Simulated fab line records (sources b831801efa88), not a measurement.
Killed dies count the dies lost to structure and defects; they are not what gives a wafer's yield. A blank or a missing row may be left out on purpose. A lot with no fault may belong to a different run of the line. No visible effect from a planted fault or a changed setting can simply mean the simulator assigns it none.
8D (eight disciplines) problem report, filled in by code | flow sky130 | the parts of the form that need people (team, actions taken, sign-off) are left out

== 1. THE ISSUE ==
PASSIVATION_CVD_02_THK at SKY_PASSIVATION_THK_MEAS_03 reads a mean of 597 nm on 2 wafers of 2 lots; wafers without a fault read 540 nm with a standard deviation of 7.6. That puts it +7.5 standard deviations away from the usual mean.
First seen on wafer L320.2, day 47 02:05, on film-metro-03. At this step, 34 wafers from 12 lots have a number in the record. Rule for "out" (also "out of limits"): further than 4 standard deviations from the usual mean. The rest of the wafers with a number are treated as sound.

== 2. WHAT IT IS; WHAT IT IS NOT ==
question                    | is                     | is not
which readings at this step | PASSIVATION_CVD_02_THK | -
which lots                  | L320, L324             | L312, L316, L318, L319, L321, L323, L326, L327, L329, L330
which wafers of those lots  | L320.2, L324.6         | L320.3, L320.4
read on which gauges        | film-metro-03          | film-metro-01, film-metro-04
when                        | from day 47 02:05      | up to then (14 sound wafers); but 18 sound wafers of L321, L323, L326, L327, L329, L330 came after

== 3. SUSPECTS, AND WHAT RULES EACH OUT ==
Counting: any tool at a process step up to the reading remains a suspect provided it ran every lot that is out. Sound lots after the first of them don't rule it out here, since some wafers of a struck lot are sound.
- the gauge at SKY_PASSIVATION_THK_MEAS_03 has been ruled out. All the wafers that are out were read on film-metro-03, but those of them that SKY_PASSIVATION_CVD_02 has rows for are out there too, on other tools.
- rie-metal-03 at SKY_METAL5_METAL_ETCH_15 (etches the open film in Cl2/BCl3, stops on SiO2, target depth 1260 nm, time 252 s): kept. Ran every lot that is out, first one L320 (day 47 00:54); last sound lot up to then L319 (day 46 23:30).
- pecvd-04 at SKY_PASSIVATION_CVD_02 (deposits Si3N4, target thk 540 nm): kept. Ran every lot that is out, first one L320 (day 47 01:50); last sound lot up to then L319 (day 47 00:27). Its own readings are out on those wafers: rf-fwd-power-W.
- Within pecvd-04 at SKY_PASSIVATION_CVD_02: the wafers that are out ran in chamber 0; their sound lot-mates ran in chamber 1.
The count leaves pecvd-04 at SKY_PASSIVATION_CVD_02 and rie-metal-03 at SKY_METAL5_METAL_ETCH_15.

== 4. THE CAUSE (what the simulator had put in) ==
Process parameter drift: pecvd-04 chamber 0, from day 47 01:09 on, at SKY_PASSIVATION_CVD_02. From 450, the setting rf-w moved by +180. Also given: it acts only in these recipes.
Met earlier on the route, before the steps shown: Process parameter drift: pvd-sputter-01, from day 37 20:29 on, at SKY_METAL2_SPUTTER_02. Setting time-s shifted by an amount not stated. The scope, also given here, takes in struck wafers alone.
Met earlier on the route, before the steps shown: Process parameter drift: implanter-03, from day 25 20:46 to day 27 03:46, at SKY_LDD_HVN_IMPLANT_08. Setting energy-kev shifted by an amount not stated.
This tool is one of the 2 suspects left after counting.

== 5. THE CHAIN OF EFFECTS, in route order ==
Each row: a reading whose mean over the struck wafers that have a number lies more than 3 standard deviations from the usual. Readings are gone through only where the record gives a usual standard deviation; hours: the median, over the lots, of the time from a lot's start at the first step in this table giving one to that lot's start at this step; sigmas: the change measured in usual standard deviations.
hours | step                        | reading                | usual   | on struck wafers | change | sigmas
0     | SKY_PASSIVATION_CVD_02      | rf-fwd-power-W         | 449.2 W | 630.3            | +181.1 | +99 or more
0     | SKY_PASSIVATION_THK_MEAS_03 | PASSIVATION_CVD_02_THK | 540 nm  | 597              | +57    | +7.5
Process steps it contains:
- SKY_PASSIVATION_CVD_02: deposits Si3N4, target thk 540 nm.

== 6. WHAT WOULD HAVE CAUGHT IT SOONER ==
In this record the first reading out of limits at a measuring or inspecting step was taken at day 47 02:05, 1 hour after the fault began at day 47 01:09.
At SKY_PASSIVATION_CVD_02, the tool's own readings (rf-fwd-power-W) were out on each struck wafer the step has a row for, so an alarm limit on them would have fired on the first such wafer.
Of the lots that are out (2), L324 began SKY_PASSIVATION_CVD_02 on pecvd-04 after day 47 02:05. Had the tool been put on hold then, it would have been spared.
